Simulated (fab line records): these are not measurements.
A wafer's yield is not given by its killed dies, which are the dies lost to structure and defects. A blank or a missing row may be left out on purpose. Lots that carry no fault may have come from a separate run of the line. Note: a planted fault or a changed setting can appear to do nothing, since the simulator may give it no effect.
Comparing a struck lot with a sound one    flow sky130    17 steps out of a route of 708
Sound: the wafers L908.1, L908.2, L908.5. The struck wafers were L926.1, L926.4, L926.6. At the end, the cause is stated.
For every step that has rows: the tool of each side, followed by ch and its chambers, followed by its first start. Under that, the readings that differ: sound wafers    struck wafers    difference of the means    sigmas: that difference in standard deviations of wafers without a fault.
alike: a reading whose means differ by less than 2 such deviations, as well as words and numbers matching on both sides. not compared: withheld readings; readings where some wafer has no value; bounds like >300 that might hide an equal value; numbers whose values overlap and for which the record gives no deviation.
Wherever a step has rows on one side only, a row that says differs or no value, or a row with sigmas, the two part there. Numbers that don't overlap but have no deviation are shown without sigmas and don't part them. A reading missing from all wafers of one side parts the sides only when that side holds two or more wafers.

first, 2 steps without rows for these wafers: SKY_NWELL_IMPLANT_12; SKY_NWELL_IMPLANT_13.
SKY_NWELL_STRIP_14: strips in O2/N2.
  sound on plasmaAsher-01 ch 0,1, day 4 18:34; struck on plasmaAsher-04 ch 0,1, day 8 22:56
  alike: drypumpMotorCurrentA, n2FlowSccm, oesProductAu, stripTimeToEndpointS
  not compared: rfHoursCounterH
SKY_NWELL_TW_MEAS_15:
  sound: filmMetro-01 at day 4 18:40; struck: filmMetro-02 at day 8 23:02
  alike: NWELL_TW
then, 7 steps without rows for these wafers: SKY_NWELL_DEHYDRATE_16 (time 60 s); SKY_NWELL_HMDS_17 (prime time 60 s); SKY_NWELL_COAT_18 (resist thk 3000 nm); SKY_NWELL_SOFTBAKE_19; SKY_NWELL_EXPOSE_20 (exposes mask NWM COMPLEMENT, target cd 840 nm); SKY_NWELL_PEB_21; SKY_NWELL_DEVELOP_22 (develop time 60 s).
SKY_NWELL_OVL_MEAS_23:
  sound: overlay-01 at day 5 11:33; struck: overlay-01 at day 9 19:54
  alike: NWELL_01_OVL
SKY_NWELL_IMPLANT_24:
  sound on implanter-04 ch 0, day 5 11:35; struck on implanter-03 ch 0, day 9 19:56
reading           sound                          struck                          difference   sigmas
doseIonsCm2       9.213e+12 9.208e+12 9.198e+12  5.5758e+13 5.576e+13 5.577e+13  +4.6556e+13  +99 or more
faradayCurrentUA  50.3 51.3 54.6                 324.8 327.1 322.3               +272.7       +99 or more
  alike: beamEnergyKeV
SKY_NWELL_STRIP_25: strips in O2/N2.
  sound on plasmaAsher-03 ch 0,1, day 5 11:44; struck on plasmaAsher-04 ch 0,1, day 9 20:05
  alike: drypumpMotorCurrentA, n2FlowSccm, oesProductAu, stripTimeToEndpointS
  not compared: rfHoursCounterH
SKY_NWELL_TW_MEAS_26:
  sound: filmMetro-03 at day 5 11:50; struck: filmMetro-01 at day 9 20:11
reading     sound        struck       difference  sigmas
NWELL_2_TW  507 501 501  873 877 874  +372        +99 or more
then, 1 step without rows for these wafers: SKY_NWELL_CLEAN_27 (cleans in SC1/SC2, time 150 s).
-- the record jumps here: 40 days lie between the struck wafers' starts before and after (it left off in module NWELL and takes up again in module PAD_OPEN, whose first step shown is number 708 of the route) --
SKY_PAD_OPEN_PROBE_99:
  sound: prober-02 at day 46 00:03; struck: prober-01 at day 50 01:55
reading                                sound                          struck                         difference  sigmas
model.etest.nfet_16v.rOnOhmUm          1.422e+04 1.411e+04 1.421e+04  2.524e+04 2.527e+04 2.529e+04  +1.109e+04  
model.etest.pfet_16v.rOnOhmUm          1.464e+04 1.453e+04 1.48e+04   7999 7961 8099                 -6637       
model.etest.resIsoPwell.rsOhmSq        2777 2738 2822                 851.6 852.6 891.9              -1913.6     
model.etest.resPwellUnderGate.rsOhmSq  2260 2256 2266                 705.1 696.4 700.2              -1560.1     
model.etest.resIsoPwell.lineOhmUm      1042 1039 1060                 309.1 310.8 324.2              -732.3      
model.etest.tip_n_5v.rsOhmSq           1391 1381 1399                 1717 1735 1737                 +339        
model.etest.resNwell.lineOhmUm         1057 1066 1068                 1348 1362 1400                 +306        
model.etest.tipSonos.rsOhmSq           2569 2532 2588                 2749 2685 2756                 +167        
  alike: killed_at_M0_to_M3, killed_at_M4_up, killedAtContacts, killedAtFrontEnd, killedAtOther, killedDies, killedOpen, killedShort

WHERE THEY PART
Last at SKY_NWELL_TW_MEAS_26 as far as this record goes, first at SKY_NWELL_IMPLANT_24. Later steps at which nothing parts them and some readings are alike: SKY_PAD_OPEN_PROBE_99.

WHY: what the simulator had put in
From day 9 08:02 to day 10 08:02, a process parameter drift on implanter-03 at SKY_NWELL_IMPLANT_24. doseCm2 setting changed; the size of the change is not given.
